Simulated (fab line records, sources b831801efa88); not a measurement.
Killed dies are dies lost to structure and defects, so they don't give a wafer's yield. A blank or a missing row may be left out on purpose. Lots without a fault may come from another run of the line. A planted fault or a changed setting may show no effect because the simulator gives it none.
One fault seen from 2 desks | flow sky130 | each desk has only its own numbers; what lay behind them comes last

THE TOOL OWNER'S DESK: cvd_w-01
The tool's own readings at SKY_LI_CONTACT_CVD_21 (deposits W, target thk 400 nm, time 120.56 s): means of the sampled wafers that have a number, for each lot that ran on this tool. A lot is out of limits, marked OUT, if its mean lies more than 4 standard deviations from the usual mean; the brackets give that distance.
Columns: A = heater_power_w at SKY_LI_CONTACT_CVD_21, usual 832 W; B = susceptor_temp_C at SKY_LI_CONTACT_CVD_21, usual 399.97 C
lot  | first seen here | A   | B
L142 | day 29 22:11    | 770 | 399.99
L146 | day 31 15:34    | 795 | 400.00
L149 | day 32 00:37    | 788 | 400.00
L151 | day 32 23:12    | 817 | 399.80
L158 | day 34 13:55    | 767 | 399.55
L159 | day 34 22:55    | 816 | 400.27
L160 | day 35 06:49    | 801 | 400.16
This desk's finding: nothing out of limits on any of the 7 lots.

THE METROLOGY DESK
What the gauges read, lot by lot, whatever tool the lot ran on: means of the sampled wafers that have a number. A lot is out of limits, marked OUT, if its mean lies more than 4 standard deviations from the usual mean; the brackets give that distance.
Columns: A = SD_P_TW at SKY_SD_P_TW_MEAS_11, usual 2807; B = RES_XHIGH_RS at SKY_SD_N_RS_MEAS_18, usual 333.1 ohm/sq; C = LI_CONTACT_HDPCVD_THK at SKY_LI_CONTACT_THK_MEAS_01, usual 927 nm; D = LI_CONTACT_W_RS at SKY_LI_CONTACT_RS_MEAS_22, usual 0.285 ohm/sq; E = LI_CONTACT_W_THK at SKY_LI_CONTACT_THK_MEAS_23, usual 396 nm
lot  | first seen here | A    | B     | C   | D                | E
L142 | day 26 06:35    | 2819 | 333.9 | 926 | 0.279            | 399
L144 | day 27 09:42    | 2797 | 334.5 | 940 | 0.292            | 394
L148 | day 27 23:21    | 2815 | 333.9 | 926 | 0.281            | 405
L146 | day 28 01:04    | 2828 | 331.9 | 924 | 0.285            | 401
L149 | day 28 12:27    | 2825 | 332.6 | 923 | 0.282            | 402
L151 | day 29 11:02    | 2801 | 333.6 | 919 | 0.282            | 398
L152 | day 29 11:21    | 2794 | 333.7 | 928 | 0.289            | 392
L158 | day 31 02:28    | 2791 | 332.4 | 929 | 0.264 (-5.2) OUT | 436 (+5.8) OUT
L159 | day 31 12:55    | 2786 | 332.1 | 920 | 0.267 (-4.5) OUT | 428 (+4.8) OUT
L160 | day 31 20:04    | 2826 | 333.4 | 908 | 0.266 (-4.9) OUT | 430 (+5.0) OUT
L164 | day 32 14:21    | 2804 | 332.0 | 927 | 0.283            | 400
L165 | day 32 22:28    | 2824 | 332.7 | 924 | 0.283            | 403
This desk's finding: out of limits on L158, L159, L160; first on L158, day 34 14:10 (LI_CONTACT_W_RS at SKY_LI_CONTACT_RS_MEAS_22). In limits: L142, L144, L148, L146, L149, L151, L152, L164, L165.

PUT TOGETHER
The metrology desk could have raised an alarm at day 34 14:10, on L158, L159, L160.
The tool owner's desk saw nothing out of limits.
The tool owner's desk has L158, L159, L160 on record, within its limits.
Of the lots named, all ran SKY_LI_CONTACT_CVD_21 on cvd_w-01.

WHAT THE SIMULATOR HAD PUT IN
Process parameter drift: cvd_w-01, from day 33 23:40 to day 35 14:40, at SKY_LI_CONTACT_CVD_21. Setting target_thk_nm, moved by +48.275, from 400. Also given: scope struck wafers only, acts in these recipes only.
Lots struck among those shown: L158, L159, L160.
Hours from the fault's start to each desk's first reading out of limits: the metrology desk, 14.
